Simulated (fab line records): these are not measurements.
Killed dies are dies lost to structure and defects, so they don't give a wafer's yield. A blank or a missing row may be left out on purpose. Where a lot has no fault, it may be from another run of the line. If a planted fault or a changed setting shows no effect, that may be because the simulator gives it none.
One fault seen from 2 desks | flow sky130 | every desk sees just its own numbers, and what lay behind them comes last

AT THE METROLOGY DESK
What the gauges read for every lot (on any tool): the sampled wafers with a number, averaged. Any lot whose mean is over 4 standard deviations away from the usual mean is out of limits and marked OUT; that distance is given in the brackets.
Columns: A = GATE_OXIDE_OXIDATION_00_THK at SKY_GATE_OXIDE_THK_MEAS_02, usual 10.27 nm; B = GATE_OXIDE_OVL at SKY_GATE_OXIDE_OVL_MEAS_10, usual 0.2 nm; C = LDD_N_TW at SKY_LDD_N_TW_MEAS_17, usual 2602; D = cd nm at SKY_POLY_CUT_CD_MEAS_08, usual 270.3 nm
lot  | first seen here | A     | B    | C    | D
L317 | day 12 22:19    | 10.13 | 0.6  | 2581 | 269.6
L318 | day 13 02:05    | 10.35 | -2.0 | 2604 | 269.4
L319 | day 13 11:43    | 10.14 | 0.8  | 2594 | 269.1
L320 | day 14 02:34    | 10.14 | -1.9 | 2591 | 270.9
L321 | day 14 07:32    | 10.66 | 0.5  | 2641 | 271.4
L322 | day 14 12:38    | 9.98  | -0.0 | 2608 | 269.8
L323 | day 14 22:23    | 10.36 | 0.1  | 2621 | 265.3
L332 | day 17 20:25    | 10.44 | 1.4  | 2609 | 271.4
L334 | day 18 23:05    | 9.94  | -1.0 | 2586 | 268.3
L336 | day 19 09:16    | 10.39 | -0.5 | 2604 | 269.7
L337 | day 19 17:45    | 10.32 | 0.6  | 2601 | 270.5
L338 | day 20 01:45    | 9.95  | -0.1 | 2608 | 269.0
L340 | day 20 18:11    | 10.40 | -2.0 | 2604 | 268.4
Finding of this desk: none of the 13 lots has anything out of limits.

AT THE TOOL OWNER'S DESK: krf scanner-02
The tool's own readings at SKY_POLY_CUT_EXPOSE_05 (exposes mask NPCM, target cd 270 nm): means of the sampled wafers that have a number, for each lot that ran on this tool. Any lot whose mean is over 4 standard deviations away from the usual mean is out of limits and marked OUT; that distance is given in the brackets.
Columns: A = exposure dose mJ cm2 at SKY_POLY_CUT_EXPOSE_05, usual 31.95
lot  | first seen here | A
L319 | day 24 11:35    | 31.99
L321 | day 25 15:52    | 31.99
L322 | day 25 23:41    | 31.96
L323 | day 26 13:22    | 31.97
L332 | day 29 04:08    | 31.95
L337 | day 30 23:25    | 32.01
Finding of this desk: none of the 6 lots has anything out of limits.

TAKEN TOGETHER
The metrology desk saw nothing out of limits.
The tool owner's desk saw nothing out of limits.

WHAT HAD BEEN PUT IN BY THE SIMULATOR
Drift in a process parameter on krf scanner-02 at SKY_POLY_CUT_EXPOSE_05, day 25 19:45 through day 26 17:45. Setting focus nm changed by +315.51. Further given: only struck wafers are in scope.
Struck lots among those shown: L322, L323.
